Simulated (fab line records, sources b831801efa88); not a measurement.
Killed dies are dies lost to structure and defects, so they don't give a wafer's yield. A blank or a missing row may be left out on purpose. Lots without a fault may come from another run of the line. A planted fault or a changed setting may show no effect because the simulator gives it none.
Tool commonality check | flow gf180mcu | 13 lots, 39 wafers sampled

WHY IT WAS OPENED
At GF_VT_IMPLANT_RS_MEAS_47 the reading NWELL_RS is flagged on 3 of 13 lots. Wafers without a fault read 487.6 ohm/sq, standard deviation 1.3.
Rule: a lot is flagged when every wafer of it that has a number lies more than 4 standard deviations from that mean, or none has a number. The other lots count as sound.

lot  | measured     | on            | NWELL_RS (ohm/sq), wafer by wafer | flag
L489 | day 7 15:04  | film_metro-03 | 488.7 487.5 487.7                 |
L491 | day 8 02:35  | film_metro-04 | 487.8 487.0 487.3                 |
L493 | day 8 14:04  | film_metro-04 | 488.9 487.1 488.4                 |
L494 | day 8 23:38  | film_metro-03 | 487.9 487.6 487.4                 |
L495 | day 9 03:32  | film_metro-01 | 488.8 487.3 488.5                 |
L497 | day 9 18:59  | film_metro-04 | 485.7 485.5 486.3                 |
L498 | day 9 23:34  | film_metro-04 | 489.3 489.4 488.8                 |
L499 | day 10 07:59 | film_metro-01 | 486.6 486.2 486.3                 |
L501 | day 10 23:38 | film_metro-04 | 487.7 487.8 488.7                 |
L503 | day 11 12:31 | film_metro-01 | 495.1 496.8 496.5                 | FLAGGED
L504 | day 11 16:46 | film_metro-03 | 493.9 493.8 495.7                 | FLAGGED
L505 | day 12 00:29 | film_metro-01 | 496.0 495.7 496.6                 | FLAGGED
L511 | day 13 17:29 | film_metro-03 | 487.1 486.5 485.2                 |
The numbers of the flagged lots are 495.6 ohm/sq on average: +8.0 ohm/sq against the usual, or +6 standard deviations.

WHICH TOOL RAN EACH LOT
The record holds 1 process step before the reading, out of a route of 602 steps. In each cell: the tool, then ch and the chambers that the sampled wafers went through, then the start.
lot  | flag    | GF_NWELL_IMPLANT_09
L489 |         | implanter-02 ch 0, day 3 09:17
L491 |         | implanter-01 ch 0, day 3 17:24
L493 |         | implanter-01 ch 0, day 4 04:28
L494 |         | implanter-01 ch 0, day 4 10:19
L495 |         | implanter-02 ch 0, day 4 14:57
L497 |         | implanter-02 ch 0, day 5 03:44
L498 |         | implanter-04 ch 0, day 5 07:10
L499 |         | implanter-02 ch 0, day 5 13:23
L501 |         | implanter-02 ch 0, day 6 01:47
L503 | FLAGGED | implanter-02 ch 0, day 6 12:35
L504 | FLAGGED | implanter-02 ch 0, day 6 16:44
L505 | FLAGGED | implanter-02 ch 0, day 6 23:01
L511 |         | implanter-01 ch 0, day 8 07:08
What these steps do:
- GF_NWELL_IMPLANT_09
- GF_VT_IMPLANT_RS_MEAS_47: measures by four-point-probe.

FLAGGED OVER TOTAL, TOOL BY TOOL (the gauges that took the reading come last)
step                     | tool          | lots run | flagged | share of the flagged lots | sound lots run after its first flagged lot
GF_NWELL_IMPLANT_09      | implanter-01  | 4        | 0       | none                      | -
GF_NWELL_IMPLANT_09      | implanter-02  | 8        | 3       | all                       | 0
GF_NWELL_IMPLANT_09      | implanter-04  | 1        | 0       | none                      | -
GF_VT_IMPLANT_RS_MEAS_47 | film_metro-01 | 4        | 2       | some                      | 0
GF_VT_IMPLANT_RS_MEAS_47 | film_metro-03 | 4        | 1       | some                      | 1 (L511)
GF_VT_IMPLANT_RS_MEAS_47 | film_metro-04 | 5        | 0       | none                      | -

WHAT THE TABLE ALLOWS
1 row of the table ran every flagged lot: implanter-02 at GF_NWELL_IMPLANT_09.
- implanter-02 at GF_NWELL_IMPLANT_09: 3 of its 8 lots flagged. Its last sound lot is L501 (day 6 01:47), its first flagged lot L503 (day 6 12:35): a fault that began between those two fits.
One tool is left: implanter-02 at GF_NWELL_IMPLANT_09.

WHAT THE SIMULATOR HAD PUT IN
Process parameter drift: implanter-02, from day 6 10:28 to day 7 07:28, at GF_NWELL_IMPLANT_09. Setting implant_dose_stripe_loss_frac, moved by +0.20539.
Lots struck among those shown: L503, L504, L505. The rule above found the same.
